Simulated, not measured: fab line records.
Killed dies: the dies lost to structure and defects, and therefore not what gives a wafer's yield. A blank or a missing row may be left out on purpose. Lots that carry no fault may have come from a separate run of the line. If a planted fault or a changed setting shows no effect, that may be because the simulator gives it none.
Which tool is to blame?    flow gf180mcu    6 lots, 18 wafers sampled, at 3 steps of a route of 602

## WHAT THE GAUGES READ, wafer by wafer
GF_HV_LDD_CD_MEAS_31 targets a cd of 400 nm.
lot   measured      on         cd-nm (nm)
L646  day 12 12:43  cd-sem-01  400.8 402.1 399.8
L649  day 13 08:07  cd-sem-01  400.8 401.1 398.5
L652  day 14 03:28  cd-sem-01  397.5 397.2 398.0
L654  day 14 15:07  cd-sem-02  401.2 401.6 402.4
L657  day 15 17:38  cd-sem-02  - - -
L666  day 18 15:50  cd-sem-02  395.6 396.6 394.0

## WHICH TOOL RAN EACH LOT (tool, then ch and the chambers of the sampled wafers, then the start)
lot   GF_VT_IMPLANT_STRIP_42                GF_HV_LDD_EXPOSE_28
L646  plasma-asher-03 ch 0,1, day 8 02:56   iline-stepper-02 ch 0, day 12 02:56
L649  plasma-asher-02 ch 0,1, day 9 02:58   iline-stepper-02 ch 0, day 12 22:30
L652  plasma-asher-03 ch 0, day 9 19:43     iline-stepper-01 ch 0, day 13 16:59
L654  plasma-asher-02 ch 0,1, day 10 05:19  iline-stepper-01 ch 0, day 14 05:26
L657  plasma-asher-02 ch 0,1, day 11 02:01  iline-stepper-01 ch 0, day 15 07:02
L666  plasma-asher-01 ch 0,1, day 13 16:34  iline-stepper-02 ch 0, day 18 04:35
- GF_VT_IMPLANT_STRIP_42: strips in O2/N2.
- GF_HV_LDD_EXPOSE_28: exposes mask Nplus HV AREA, target cd 400 nm.

## THE ANSWER, worked out from the rows above alone
Rule: what is usual is taken from the lots themselves. Put in order of their means at a reading, lots are off if they are a third of the lots or fewer, leave a main group of 4 or more, and stand apart from it by a gap of 3 or more times the standard deviation of the main group's means; of several such gaps the widest counts. A main group whose means are all the same, to the digits that the tables above print for the reading, isn't used. Also off: a lot with no number at a reading for which 4 or more lots have one. Where the step has rows for the other lots, those lots are counted as sound.
Off: L657, at GF_HV_LDD_CD_MEAS_31 (cd-nm). Without a number there: L657. For the main group the mean is 399.1 nm and the standard deviation 2.3.
A tool fits if, at a process step before that reading, it ran every lot that is off, and no sound lot after the first of them. Gauges at GF_HV_LDD_CD_MEAS_31: tried the same way as those tools. Undecided on this evidence; 2 tools fit (plasma-asher-02 at GF_VT_IMPLANT_STRIP_42, iline-stepper-01 at GF_HV_LDD_EXPOSE_28).

## WHAT WAS PUT IN BY THE SIMULATOR
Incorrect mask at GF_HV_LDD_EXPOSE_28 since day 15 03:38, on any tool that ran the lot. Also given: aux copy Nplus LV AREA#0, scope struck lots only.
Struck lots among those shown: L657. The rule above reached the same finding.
